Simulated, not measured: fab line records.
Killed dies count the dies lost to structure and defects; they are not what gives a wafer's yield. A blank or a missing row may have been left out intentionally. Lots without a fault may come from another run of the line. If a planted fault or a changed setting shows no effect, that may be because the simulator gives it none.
Check of tool commonality ; flow gf180mcu ; 13 lots and 39 wafers in the sample

THE REASON FOR OPENING IT
GF_PSD_RS_MEAS_14, reading NSD_RS: flagged on 2 of 13 lots. Fault-free wafers read 46.19 ohm/sq, with a standard deviation of 0.1.
Rule: flag the lot when none of its wafers has a number, or when each of its wafers that has one lies beyond 4 standard deviations from that mean. As for the other lots, they are considered sound.

lot;measured;on;NSD_RS (ohm/sq), wafer by wafer;flag
L368;day 15 11:01;film_metro-03;46.10 46.17 46.22;
L369;day 15 17:20;film_metro-01;46.22 46.42 46.32;
L370;day 16 03:16;film_metro-01;46.20 46.30 46.11;
L371;day 16 07:48;film_metro-03;46.10 46.10 46.24;
L372;day 16 22:39;film_metro-04;46.09 46.10 46.13;
L374;day 17 11:22;film_metro-01;46.32 46.44 46.40;
L380;day 19 11:52;film_metro-04;48.10 47.91 48.17;FLAGGED
L381;day 19 23:31;film_metro-03;46.07 46.10 45.93;
L382;day 20 07:17;film_metro-04;48.12 47.91 47.90;FLAGGED
L385;day 21 08:16;film_metro-01;46.22 46.18 46.09;
L386;day 21 16:08;film_metro-04;46.07 46.09 46.10;
L387;day 22 03:35;film_metro-04;45.99 46.17 46.09;
L388;day 22 10:11;film_metro-01;46.18 46.24 46.21;
The mean of the flagged lots' numbers is 48.02 ohm/sq, +1.83 ohm/sq from the usual (+18 standard deviations).

WHICH TOOL EACH LOT WENT THROUGH
2 process steps preceding the reading are held in the record, out of 602 steps in the route. Read each cell as the tool, then ch plus the chambers that the sampled wafers visited, then the start.
lot;flag;GF_NSD_IMPLANT_09;GF_NSD_STRIP_11
L368;;implanter-01 ch 0, day 14 12:54;plasma_asher-03 ch 0,1, day 14 13:11
L369;;implanter-04 ch 0, day 14 19:22;plasma_asher-04 ch 0,1, day 14 19:39
L370;;implanter-01 ch 0, day 15 05:59;plasma_asher-03 ch 0,1, day 15 06:17
L371;;implanter-03 ch 0, day 15 10:13;plasma_asher-01 ch 0,1, day 15 10:30
L372;;implanter-01 ch 0, day 15 23:14;plasma_asher-03 ch 0,1, day 15 23:32
L374;;implanter-01 ch 0, day 16 12:22;plasma_asher-04 ch 0,1, day 16 12:40
L380;FLAGGED;implanter-03 ch 0, day 18 12:08;plasma_asher-03 ch 0,1, day 18 12:25
L381;;implanter-04 ch 0, day 18 22:58;plasma_asher-04 ch 0,1, day 18 23:16
L382;FLAGGED;implanter-03 ch 0, day 19 06:55;plasma_asher-01 ch 0,1, day 19 07:13
L385;;implanter-04 ch 0, day 20 08:03;plasma_asher-01 ch 0,1, day 20 08:21
L386;;implanter-01 ch 0, day 20 15:25;plasma_asher-01 ch 0,1, day 20 15:43
L387;;implanter-01 ch 0, day 21 02:48;plasma_asher-04 ch 0,1, day 21 03:04
L388;;implanter-01 ch 0, day 21 10:02;plasma_asher-03 ch 0, day 21 10:19
What is done by these steps:
- GF_NSD_IMPLANT_09
- GF_NSD_STRIP_11: strips in O2/N2.
- GF_PSD_RS_MEAS_14: measures by four-point-probe.

FLAGGED OVER TOTAL, TOOL BY TOOL (the gauges that took the reading come last)
step;tool;lots run;flagged;share of the flagged lots;sound lots run after its first flagged lot
GF_NSD_IMPLANT_09;implanter-01;7;0;none;-
GF_NSD_IMPLANT_09;implanter-03;3;2;all;0
GF_NSD_IMPLANT_09;implanter-04;3;0;none;-
GF_NSD_STRIP_11;plasma_asher-01;4;1;some;2 (L385,L386)
GF_NSD_STRIP_11;plasma_asher-03;5;1;some;1 (L388)
GF_NSD_STRIP_11;plasma_asher-04;4;0;none;-
GF_PSD_RS_MEAS_14;film_metro-01;5;0;none;-
GF_PSD_RS_MEAS_14;film_metro-03;3;0;none;-
GF_PSD_RS_MEAS_14;film_metro-04;5;2;all;2 (L386,L387)

WHAT THE TABLE PERMITS
implanter-03 at GF_NSD_IMPLANT_09 and film_metro-04 at GF_PSD_RS_MEAS_14 are the 2 rows of the table that ran each flagged lot.
- implanter-03 at GF_NSD_IMPLANT_09 ran 3 lots, 2 of them flagged. Its last sound lot is L371 (day 15 10:13), its first flagged lot L380 (day 18 12:08): a fault that began between those two fits. Its own readings (dose_ions_cm2) fall more than 4 standard deviations out on all wafers of the flagged lots.
- film_metro-04 at GF_PSD_RS_MEAS_14 ran 5 lots, 2 of them flagged. After the first flagged lot (L386, L387), sound lots still ran on it; a lasting fault on the whole tool would not permit that.
implanter-03 at GF_NSD_IMPLANT_09 is the single tool remaining.

WHAT THE SIMULATOR HAD PUT IN
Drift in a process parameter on implanter-03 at GF_NSD_IMPLANT_09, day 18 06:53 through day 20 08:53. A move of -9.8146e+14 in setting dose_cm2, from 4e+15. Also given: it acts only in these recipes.
Lots struck among those shown: L380, L382. Same finding as the rule above.
